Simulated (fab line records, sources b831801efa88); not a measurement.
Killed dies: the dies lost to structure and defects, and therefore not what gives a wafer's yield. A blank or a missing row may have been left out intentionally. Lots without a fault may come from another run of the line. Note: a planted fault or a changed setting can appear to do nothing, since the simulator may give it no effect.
2 desks, one fault || flow sfq-line || what lay behind the numbers comes last; until then each desk has only its own

## DESK OF THE TOOL OWNER: rie-diel-03
The tool's own readings at SFQ_TRILAYER_I5_BARC_OPEN_VIA_ETCH_200 (etches BARC in O2, target depth 125 nm, time 41.7 s): means of the sampled wafers that have a number, for each lot that ran on this tool. A lot is out of limits, marked OUT, if its mean lies more than 4 standard deviations from the usual mean; the brackets give that distance.
Columns: A = drypump-motor-current-A at SFQ_TRILAYER_I5_BARC_OPEN_VIA_ETCH_200, usual 5.8 A; B = oes-product-au at SFQ_TRILAYER_I5_BARC_OPEN_VIA_ETCH_200, usual 0.685 a.u.
{"lot": "L701", "first seen here": "day 60 11:07", "A": 5.8, "B": 0.684}
{"lot": "L703", "first seen here": "day 60 17:07", "A": 5.5, "B": 0.684}
{"lot": "L705", "first seen here": "day 61 01:31", "A": 5.6, "B": 0.681}
This desk found nothing out of limits on any of the 3 lots.

## THE METROLOGY DESK
What the gauges read, lot by lot, whatever tool the lot ran on: means of the sampled wafers that have a number. A lot is out of limits, marked OUT, if its mean lies more than 4 standard deviations from the usual mean; the brackets give that distance.
Columns: A = I5_OVL at SFQ_I5_OVL_MEAS_936, usual 2 nm
{"lot": "L701", "first seen here": "day 60 11:04", "A": 0}
{"lot": "L703", "first seen here": "day 60 17:04", "A": 9}
{"lot": "L705", "first seen here": "day 61 01:29", "A": 1}
{"lot": "L715", "first seen here": "day 69 15:01", "A": -9}
{"lot": "L716", "first seen here": "day 69 21:01", "A": 7}
{"lot": "L720", "first seen here": "day 71 07:40", "A": 3}
This desk found nothing out of limits on any of the 6 lots.

## BROUGHT TOGETHER
The desk of the tool owner found nothing out of limits.
From the metrology desk's view, nothing was out of limits.

## WHAT WAS PUT IN BY THE SIMULATOR
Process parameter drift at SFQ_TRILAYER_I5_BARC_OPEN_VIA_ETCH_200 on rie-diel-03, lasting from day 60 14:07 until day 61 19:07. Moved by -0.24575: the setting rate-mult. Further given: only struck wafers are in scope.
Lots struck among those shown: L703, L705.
